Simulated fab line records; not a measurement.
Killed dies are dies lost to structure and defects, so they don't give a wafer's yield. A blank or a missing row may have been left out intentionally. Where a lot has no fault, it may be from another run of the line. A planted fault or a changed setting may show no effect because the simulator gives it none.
The tool behind it: which one? / flow gf180mcu / Sampling: 13 lots, 39 wafers, 5 of 602 route steps

WHAT THE GAUGES SHOWED, per wafer
GF_HV_LDD_CD_MEAS_31 targets a cd of 400 nm. Usual: 400.4 nm for cdNm, sd 2.
lot=L464; measured=day 12 09:47; on=cdSem-02; cdNm (nm)=400.3 398.8 401.2; flag=
lot=L465; measured=day 12 15:55; on=cdSem-01; cdNm (nm)=398.4 400.8 397.5; flag=
lot=L467; measured=day 13 08:42; on=cdSem-02; cdNm (nm)=400.3 399.7 400.6; flag=
lot=L468; measured=day 13 18:31; on=cdSem-02; cdNm (nm)=400.5 400.5 401.9; flag=
lot=L469; measured=day 14 02:55; on=cdSem-01; cdNm (nm)=402.0 401.8 404.0; flag=
lot=L470; measured=day 14 10:43; on=cdSem-02; cdNm (nm)=401.1 402.3 401.3; flag=
lot=L472; measured=day 14 23:33; on=cdSem-01; cdNm (nm)=399.1 400.3 398.9; flag=
lot=L473; measured=day 15 12:22; on=cdSem-01; cdNm (nm)=398.4 399.9 399.9; flag=
lot=L477; measured=day 17 01:36; on=cdSem-01; cdNm (nm)=399.0 399.1 398.8; flag=
lot=L478; measured=day 17 03:55; on=cdSem-01; cdNm (nm)=405.5 403.5 404.9; flag=
lot=L479; measured=day 17 08:20; on=cdSem-01; cdNm (nm)=386.3 385.4 383.0; flag=OFF
lot=L480; measured=day 17 11:43; on=cdSem-01; cdNm (nm)=387.3 384.7 387.3; flag=OFF
lot=L483; measured=day 19 04:41; on=cdSem-01; cdNm (nm)=397.3 400.0 398.6; flag=

GF_SAB_THK_MEAS_01. Usual: SAB_CVD_00_THK 50.1 nm, standard deviation 0.62.
lot=L464; measured=day 15 05:01; on=filmMetro-03; SAB_CVD_00_THK (nm)=49.3 49.8 50.9; flag=
lot=L465; measured=day 15 12:13; on=filmMetro-03; SAB_CVD_00_THK (nm)=49.2 49.7 50.7; flag=
lot=L467; measured=day 16 05:34; on=filmMetro-01; SAB_CVD_00_THK (nm)=49.6 50.0 49.6; flag=
lot=L468; measured=day 16 17:11; on=filmMetro-03; SAB_CVD_00_THK (nm)=49.7 49.0 50.5; flag=
lot=L469; measured=day 17 02:04; on=filmMetro-02; SAB_CVD_00_THK (nm)=48.8 49.0 49.8; flag=
lot=L470; measured=day 17 10:22; on=filmMetro-02; SAB_CVD_00_THK (nm)=50.2 49.3 49.4; flag=
lot=L472; measured=day 18 00:49; on=filmMetro-02; SAB_CVD_00_THK (nm)=49.5 49.5 49.7; flag=
lot=L473; measured=day 18 14:58; on=filmMetro-03; SAB_CVD_00_THK (nm)=50.4 51.2 51.0; flag=
lot=L477; measured=day 20 08:08; on=filmMetro-03; SAB_CVD_00_THK (nm)=49.3 50.0 50.3; flag=
lot=L478; measured=day 20 10:35; on=filmMetro-01; SAB_CVD_00_THK (nm)=50.0 50.3 51.2; flag=
lot=L479; measured=day 20 13:50; on=filmMetro-02; SAB_CVD_00_THK (nm)=49.7 50.2 50.1; flag=
lot=L480; measured=day 20 17:34; on=filmMetro-02; SAB_CVD_00_THK (nm)=50.7 51.8 51.4; flag=
lot=L483; measured=day 22 10:55; on=filmMetro-02; SAB_CVD_00_THK (nm)=49.7 49.8 50.2; flag=

GF_M1_RS_MEAS_05: measurement is done with a four-point probe. Usual: M1_ALCU_RS 0.0696 ohm/sq, standard deviation 0.00066.
lot=L464; measured=day 17 04:32; on=filmMetro-03; M1_ALCU_RS (ohm/sq)=0.0691 0.0688 0.0689; flag=
lot=L465; measured=day 17 11:22; on=filmMetro-04; M1_ALCU_RS (ohm/sq)=0.0705 0.0708 0.0710; flag=
lot=L467; measured=day 18 06:44; on=filmMetro-03; M1_ALCU_RS (ohm/sq)=0.0705 0.0700 0.0695; flag=
lot=L468; measured=day 18 19:44; on=filmMetro-03; M1_ALCU_RS (ohm/sq)=0.0704 0.0706 0.0698; flag=
lot=L469; measured=day 19 04:56; on=filmMetro-01; M1_ALCU_RS (ohm/sq)=0.0701 0.0703 0.0693; flag=
lot=L470; measured=day 19 13:38; on=filmMetro-03; M1_ALCU_RS (ohm/sq)=0.0697 0.0705 0.0701; flag=
lot=L472; measured=day 20 04:01; on=filmMetro-04; M1_ALCU_RS (ohm/sq)=0.0695 0.0696 0.0692; flag=
lot=L473; measured=day 20 18:22; on=filmMetro-04; M1_ALCU_RS (ohm/sq)=0.0690 0.0684 0.0678; flag=
lot=L477; measured=day 22 11:41; on=filmMetro-03; M1_ALCU_RS (ohm/sq)=0.0685 0.0697 0.0690; flag=
lot=L478; measured=day 22 13:57; on=filmMetro-03; M1_ALCU_RS (ohm/sq)=0.0693 0.0697 0.0693; flag=
lot=L479; measured=day 22 16:43; on=filmMetro-04; M1_ALCU_RS (ohm/sq)=0.0698 0.0700 0.0696; flag=
lot=L480; measured=day 22 20:23; on=filmMetro-01; M1_ALCU_RS (ohm/sq)=0.0692 0.0682 0.0682; flag=
lot=L483; measured=day 24 11:50; on=filmMetro-03; M1_ALCU_RS (ohm/sq)=0.0688 0.0693 0.0695; flag=

EACH LOT AND THE TOOL THAT RAN IT (in order: tool; ch and the chambers of the sampled wafers; start)
lot=L464; GF_HV_LDD_EXPOSE_28=ilineStepper-02 ch 0, day 12 00:13; GF_PSD_RTA_13=rtpAnneal-01 ch 0, day 15 04:41
lot=L465; GF_HV_LDD_EXPOSE_28=ilineStepper-01 ch 0, day 12 06:29; GF_PSD_RTA_13=rtpAnneal-01 ch 0, day 15 11:52
lot=L467; GF_HV_LDD_EXPOSE_28=ilineStepper-02 ch 0, day 12 23:20; GF_PSD_RTA_13=rtpAnneal-02 ch 0, day 16 05:13
lot=L468; GF_HV_LDD_EXPOSE_28=ilineStepper-02 ch 0, day 13 08:55; GF_PSD_RTA_13=rtpAnneal-02 ch 0, day 16 16:46
lot=L469; GF_HV_LDD_EXPOSE_28=ilineStepper-01 ch 0, day 13 16:38; GF_PSD_RTA_13=rtpAnneal-02 ch 0, day 17 01:44
lot=L470; GF_HV_LDD_EXPOSE_28=ilineStepper-02 ch 0, day 14 00:41; GF_PSD_RTA_13=rtpAnneal-01 ch 0, day 17 10:01
lot=L472; GF_HV_LDD_EXPOSE_28=ilineStepper-02 ch 0, day 14 13:41; GF_PSD_RTA_13=rtpAnneal-02 ch 0, day 18 00:25
lot=L473; GF_HV_LDD_EXPOSE_28=ilineStepper-01 ch 0, day 15 01:55; GF_PSD_RTA_13=rtpAnneal-02 ch 0, day 18 14:37
lot=L477; GF_HV_LDD_EXPOSE_28=ilineStepper-01 ch 0, day 16 14:40; GF_PSD_RTA_13=rtpAnneal-01 ch 0, day 20 07:47
lot=L478; GF_HV_LDD_EXPOSE_28=ilineStepper-01 ch 0, day 16 16:18; GF_PSD_RTA_13=rtpAnneal-01 ch 0, day 20 10:14
lot=L479; GF_HV_LDD_EXPOSE_28=ilineStepper-01 ch 0, day 16 20:37; GF_PSD_RTA_13=rtpAnneal-02 ch 0, day 20 13:29
lot=L480; GF_HV_LDD_EXPOSE_28=ilineStepper-01 ch 0, day 17 00:22; GF_PSD_RTA_13=rtpAnneal-01 ch 0, day 20 17:14
lot=L483; GF_HV_LDD_EXPOSE_28=ilineStepper-02 ch 0, day 18 16:15; GF_PSD_RTA_13=rtpAnneal-01 ch 0, day 22 10:35
- GF_HV_LDD_EXPOSE_28: exposes mask Nplus HV AREA, target cd 400 nm.
- GF_PSD_RTA_13: time 20 s.

WHAT THE TOOLS THEMSELVES READ (means of the sampled wafers that have a number; where no wafer has one, the mark that the record gives instead)
GF_HV_LDD_EXPOSE_28. Usual: 139.98 for exposureDoseMJCm2, sd 0.13.
lot=L464 tool=ilineStepper-02 exposureDoseMJCm2=139.95 flag=
lot=L465 tool=ilineStepper-01 exposureDoseMJCm2=140.00 flag=
lot=L467 tool=ilineStepper-02 exposureDoseMJCm2=139.80 flag=
lot=L468 tool=ilineStepper-02 exposureDoseMJCm2=140.01 flag=
lot=L469 tool=ilineStepper-01 exposureDoseMJCm2=139.93 flag=
lot=L470 tool=ilineStepper-02 exposureDoseMJCm2=139.93 flag=
lot=L472 tool=ilineStepper-02 exposureDoseMJCm2=139.98 flag=
lot=L473 tool=ilineStepper-01 exposureDoseMJCm2=140.07 flag=
lot=L477 tool=ilineStepper-01 exposureDoseMJCm2=140.12 flag=
lot=L478 tool=ilineStepper-01 exposureDoseMJCm2=139.97 flag=
lot=L479 tool=ilineStepper-01 exposureDoseMJCm2=132.89 flag=OFF
lot=L480 tool=ilineStepper-01 exposureDoseMJCm2=133.01 flag=OFF
lot=L483 tool=ilineStepper-02 exposureDoseMJCm2=140.00 flag=

GF_PSD_RTA_13. Usual: chamberO2Ppm 1.999, standard deviation 0.021; lampPowerPct 33.1 %, standard deviation 1.9; wafer_temp_C_max 1028.3, standard deviation 1.
lot=L464; tool=rtpAnneal-01; chamberO2Ppm=2.001; lampPowerPct (%)=31.4; wafer_temp_C_max=1029.5; flag=
lot=L465; tool=rtpAnneal-01; chamberO2Ppm=1.967; lampPowerPct (%)=31.4; wafer_temp_C_max=1028.7; flag=
lot=L467; tool=rtpAnneal-02; chamberO2Ppm=2.010; lampPowerPct (%)=35.1; wafer_temp_C_max=1027.5; flag=
lot=L468; tool=rtpAnneal-02; chamberO2Ppm=2.012; lampPowerPct (%)=35.1; wafer_temp_C_max=1027.8; flag=
lot=L469; tool=rtpAnneal-02; chamberO2Ppm=2.008; lampPowerPct (%)=35.1; wafer_temp_C_max=1027.5; flag=
lot=L470; tool=rtpAnneal-01; chamberO2Ppm=2.002; lampPowerPct (%)=31.4; wafer_temp_C_max=1028.9; flag=
lot=L472; tool=rtpAnneal-02; chamberO2Ppm=2.022; lampPowerPct (%)=35.1; wafer_temp_C_max=1027.4; flag=
lot=L473; tool=rtpAnneal-02; chamberO2Ppm=2.009; lampPowerPct (%)=35.1; wafer_temp_C_max=1027.0; flag=
lot=L477; tool=rtpAnneal-01; chamberO2Ppm=2.002; lampPowerPct (%)=31.4; wafer_temp_C_max=1028.5; flag=
lot=L478; tool=rtpAnneal-01; chamberO2Ppm=1.999; lampPowerPct (%)=31.4; wafer_temp_C_max=1028.8; flag=
lot=L479; tool=rtpAnneal-02; chamberO2Ppm=1.984; lampPowerPct (%)=35.1; wafer_temp_C_max=1027.6; flag=
lot=L480; tool=rtpAnneal-01; chamberO2Ppm=1.987; lampPowerPct (%)=31.4; wafer_temp_C_max=1029.6; flag=
lot=L483; tool=rtpAnneal-01; chamberO2Ppm=1.983; lampPowerPct (%)=31.4; wafer_temp_C_max=1028.6; flag=

THE ANSWER, worked out from the rows above alone
Rule: a lot counts as off when the mean over its wafers that have a number is more than 3 standard deviations away from the usual mean. A lot without any number at a reading at which 4 lots or more have one is off too. Any other lot the step has rows for is counted as sound. The gauges are gone through in route order, then the tools' own readings, and for those a lot's mean is taken as printed above. At the first step where some lot is off, the reading lying furthest off is the one used; lots without a number count as furthest.
Off: L479, L480, at GF_HV_LDD_CD_MEAS_31 (cdNm).
If a tool, at a process step before that reading, ran all the lots that are off and no sound lot after the first of them, it fits. The gauges at GF_HV_LDD_CD_MEAS_31 aren't tried: what is off there is off at GF_HV_LDD_EXPOSE_28 too, on other tools, and a gauge's error can't cause that. One fits: GF_HV_LDD_EXPOSE_28 on ilineStepper-01. Its last sound lot is L478 (day 16 16:18), its first lot that is off L479 (day 16 20:37): a fault that began between those two fits.
On the lots that are off, the tool's own readings at GF_HV_LDD_EXPOSE_28 differ by more than 5 times the standard deviation of the sound lots' means, which bears it out; exposureDoseMJCm2 reads 132.95 there versus 139.98 on the sound lots.

WHAT THE SIMULATOR HAD INSERTED
Process parameter drift: ilineStepper-01, from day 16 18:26 on, at GF_HV_LDD_EXPOSE_28. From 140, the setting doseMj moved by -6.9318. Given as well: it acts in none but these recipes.
Lots struck among those shown: L479, L480. The rule above reached the same finding.
